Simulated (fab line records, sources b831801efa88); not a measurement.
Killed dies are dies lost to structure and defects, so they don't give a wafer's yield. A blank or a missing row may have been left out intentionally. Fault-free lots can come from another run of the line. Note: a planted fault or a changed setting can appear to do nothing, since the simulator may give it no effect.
2 desks, one fault    flow sky130    each desk has only its own numbers; what lay behind them comes last

== DESK OF THE TOOL OWNER: pvd-sputter-01 ==
At SKY_METAL3_SPUTTER_04 (material TiN, target thk 70 nm, time 58.3 s) the tool's own readings: per lot run on this tool, the mean of the sampled wafers that have a number. Marked OUT: a lot whose mean sits more than 4 standard deviations from the usual mean, which makes it out of limits; the brackets give that distance.
Columns: A = throttle-valve-pct at SKY_METAL3_SPUTTER_04, usual 29.7 %
lot   first seen here  A
L140  day 36 19:34     28.9
L143  day 38 17:14     29.6
L146  day 39 04:40     29.6
L150  day 40 05:47     29.7
L157  day 42 04:55     29.0
Finding of this desk: none of the 5 lots has anything out of limits.

== THE METROLOGY DESK ==
Means of the sampled wafers that have a number, per lot and without regard to the tool the lot ran on: this is what the gauges read. Marked OUT: a lot whose mean sits more than 4 standard deviations from the usual mean, which makes it out of limits; the brackets give that distance.
Columns: A = cd-nm at SKY_SONOS_ONO_CD_MEAS_13, usual 409.6 nm; B = GATE_OXIDE_TW at SKY_GATE_OXIDE_TW_MEAS_14, usual 224.6; C = POLY_GATE_TW at SKY_RES_PROTECT_TW_MEAS_08, usual 4043
lot   first seen here  A      B      C
L140  day 13 06:43     410.1  222.3  4014
L139  day 13 07:17     408.9  226.3  4083
L143  day 15 03:11     409.1  225.1  4029
L144  day 15 04:38     405.9  225.6  4000
L146  day 15 12:53     410.3  223.3  4050
L147  day 15 18:05     410.8  225.3  4083
L148  day 16 04:05     409.9  224.6  3998
L150  day 16 19:01     409.6  225.1  4098
L157  day 19 11:50     408.4  225.6  4018
L159  day 20 00:34     412.5  224.2  4062
L160  day 20 10:31     410.9  225.8  4091
Finding of this desk: none of the 11 lots has anything out of limits.

== BROUGHT TOGETHER ==
The desk of the tool owner found nothing out of limits.
At the metrology desk, nothing out of limits was observed.

== WHAT THE SIMULATOR HAD PUT IN ==
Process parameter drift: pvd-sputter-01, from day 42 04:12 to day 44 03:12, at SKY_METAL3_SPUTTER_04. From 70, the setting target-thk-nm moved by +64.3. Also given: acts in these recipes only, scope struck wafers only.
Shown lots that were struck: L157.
